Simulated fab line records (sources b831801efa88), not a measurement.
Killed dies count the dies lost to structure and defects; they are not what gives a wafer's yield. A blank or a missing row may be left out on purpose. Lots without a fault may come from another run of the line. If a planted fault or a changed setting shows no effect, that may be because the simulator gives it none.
Tool commonality check	flow gf180mcu	Sampled: 13 lots, 40 wafers

## REASON FOR OPENING
GF_HV_LDD_RS_MEAS_53, reading HV_LDD_RS: flagged on 1 of 13 lots. Fault-free wafers read 417.8 ohm/sq, with a standard deviation of 1.1.
Rule: a lot is flagged in two cases, either no wafer of it has a number, or all its wafers with numbers fall more than 4 standard deviations from that mean. The rest of the lots are taken to be sound.

lot	measured	on	HV_LDD_RS (ohm/sq), wafer by wafer	flag
L320	day 12 10:00	film_metro-04	416.9 415.9 416.4	
L321	day 12 19:02	film_metro-02	418.1 417.7 417.1	
L323	day 13 05:30	film_metro-02	417.8 417.3 417.0	
L324	day 13 18:18	film_metro-04	417.9 417.8 419.9	
L325	day 14 04:14	film_metro-04	418.8 417.0 418.5	
L326	day 14 06:32	film_metro-04	417.8 417.7 417.2	
L327	day 14 14:33	film_metro-01	418.9 419.5 419.4	
L328	day 15 08:05	film_metro-02	418.4 418.4 419.1	
L329	day 15 10:50	film_metro-04	417.0 418.0 417.0	
L331	day 16 02:19	film_metro-02	419.7 418.7 419.8	
L332	day 16 15:02	film_metro-01	419.1 420.0 419.0	
L333	day 16 16:26	film_metro-04	418.2 416.5 417.6	
L340	day 19 05:37	film_metro-01	422.6 422.6 423.5 423.1	FLAGGED
Average over the flagged lots: 423.0 ohm/sq; offset from the usual +5.2 ohm/sq, equal to +5 standard deviations.

## EACH LOT AND THE TOOL IT RAN ON
The record holds 2 process steps before the reading, out of a route of 602 steps. Every cell lists first the tool, next ch and the chambers used by the sampled wafers, and last the start.
lot	flag	GF_POLY_GATE_STRIP_14	GF_HV_LDD_IMPLANT_33
L320		plasma_asher-02 ch 0,1, day 9 06:13	implanter-04 ch 0, day 11 13:43
L321		plasma_asher-03 ch 0,1, day 9 11:49	implanter-03 ch 0, day 11 22:01
L323		plasma_asher-03 ch 0,1, day 9 22:35	implanter-02 ch 0, day 12 08:07
L324		plasma_asher-02 ch 1, day 10 09:13	implanter-02 ch 0, day 12 21:22
L325		plasma_asher-01 ch 0,1, day 10 18:02	implanter-04 ch 0, day 13 06:37
L326		plasma_asher-02 ch 0,1, day 10 20:34	implanter-02 ch 0, day 13 08:55
L327		plasma_asher-03 ch 0,1, day 11 03:20	implanter-04 ch 0, day 13 16:55
L328		plasma_asher-02 ch 0,1, day 11 18:53	implanter-04 ch 0, day 14 09:58
L329		plasma_asher-02 ch 0,1, day 11 21:34	implanter-04 ch 0, day 14 12:52
L331		plasma_asher-02 ch 0,1, day 12 11:56	implanter-03 ch 0, day 15 03:46
L332		plasma_asher-02 ch 0,1, day 12 21:49	implanter-04 ch 0, day 15 15:52
L333		plasma_asher-03 ch 0,1, day 12 23:31	implanter-04 ch 0, day 15 17:40
L340	FLAGGED	plasma_asher-02 ch 0, day 15 06:23	implanter-04 ch 0, day 18 04:53
What is done by these steps:
- GF_POLY_GATE_STRIP_14: strips in O2/N2.
- GF_HV_LDD_IMPLANT_33
- GF_HV_LDD_RS_MEAS_53: measures by four-point-probe.

## FLAGGED OVER TOTAL, TOOL BY TOOL (the gauges that took the reading come last)
step	tool	lots run	flagged	share of the flagged lots	sound lots run after its first flagged lot
GF_POLY_GATE_STRIP_14	plasma_asher-01	1	0	none	-
GF_POLY_GATE_STRIP_14	plasma_asher-02	8	1	all	0
GF_POLY_GATE_STRIP_14	plasma_asher-03	4	0	none	-
GF_HV_LDD_IMPLANT_33	implanter-02	3	0	none	-
GF_HV_LDD_IMPLANT_33	implanter-03	2	0	none	-
GF_HV_LDD_IMPLANT_33	implanter-04	8	1	all	0
GF_HV_LDD_RS_MEAS_53	film_metro-01	3	1	all	0
GF_HV_LDD_RS_MEAS_53	film_metro-02	4	0	none	-
GF_HV_LDD_RS_MEAS_53	film_metro-04	6	0	none	-

## WHAT THE TABLE PERMITS
Every flagged lot was run by 3 rows of the table: plasma_asher-02 at GF_POLY_GATE_STRIP_14, implanter-04 at GF_HV_LDD_IMPLANT_33 and film_metro-01 at GF_HV_LDD_RS_MEAS_53.
- plasma_asher-02 at GF_POLY_GATE_STRIP_14 ran 8 lots, 1 of them flagged. It ran its last sound lot, L332, at day 12 21:49 and its first flagged lot, L340, at day 15 06:23: a fault with its onset between the two fits.
- implanter-04 at GF_HV_LDD_IMPLANT_33 ran 8 lots, 1 of them flagged. It ran its last sound lot, L333, at day 15 17:40 and its first flagged lot, L340, at day 18 04:53: a fault with its onset between the two fits.
- film_metro-01 at GF_HV_LDD_RS_MEAS_53 ran 3 lots, 1 of them flagged. It ran its last sound lot, L332, at day 16 15:02 and its first flagged lot, L340, at day 19 05:37: a fault with its onset between the two fits.
Because each of these 3 tools fits a fault that began at some hour, counting lots does not separate them. More lots, or a look at what each step does to the wafer, might.

## WHAT WAS PUT IN BY THE SIMULATOR
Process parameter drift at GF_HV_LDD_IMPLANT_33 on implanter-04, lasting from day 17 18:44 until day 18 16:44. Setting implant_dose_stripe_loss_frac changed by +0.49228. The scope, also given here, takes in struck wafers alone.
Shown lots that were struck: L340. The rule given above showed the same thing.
